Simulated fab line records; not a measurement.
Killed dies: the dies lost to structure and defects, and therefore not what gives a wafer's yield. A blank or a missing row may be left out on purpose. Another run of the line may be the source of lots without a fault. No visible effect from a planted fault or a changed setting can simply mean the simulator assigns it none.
Chamber matching	flow sky130	SKY_VIA2_HDPCVD_00 on hdpcvd-01: 3 sister chambers
The step deposits SiO2, target thk 1180 nm, time 196.7 s. 6 wafers are shown with their chamber, then 8 later ones without.

## WAFERS, EACH WITH ITS CHAMBER
wafer	chamber	susceptor-temp-C (C)
L083.3	1	400.57
L083.4	1	400.24
L085.2	2	399.85
L085.3	0	399.70
L085.4	2	399.92
L087.2	0	400.01

## WAFERS MISSING THEIR CHAMBER
wafer	susceptor-temp-C (C)
L087.4	399.78
L087.5	400.07
L092.2	400.33
L092.4	399.88
L092.6	399.92
L095.1	399.98
L095.3	399.86
L095.5	399.85

## EACH ONE'S CHAMBER
wafer	from the rows above	in truth
L087.4	can't be placed: 0 or 2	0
L087.5	can't be placed: 2 or 0 or 1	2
L092.2	can't be placed: 1 or 2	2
L092.4	can't be placed: 2 or 0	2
L092.6	can't be placed: 2 or 0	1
L095.1	can't be placed: 2 or 0 or 1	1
L095.3	can't be placed: 0 or 2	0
L095.5	can't be placed: 0 or 2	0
0 of 8 placed correctly. Cannot be placed on the basis of these rows: 8; the candidates contain the true chamber in 7. Wrongly placed: 0.
How it was worked out, from the rows above alone: a wafer's distance from a chamber is the root of the sum, over the readings, of the square of ((its reading less the chamber's mean) divided by the reading's scatter). The wafer belongs to the nearest chamber; if the next one is less than 2 further off, it can't be placed. A chamber's mean is the mean of its shown wafers. How the scatter is found: for the shown wafers, subtract from each reading the mean of its chamber, square and add these, divide the total by (wafers less chambers), then take the root.
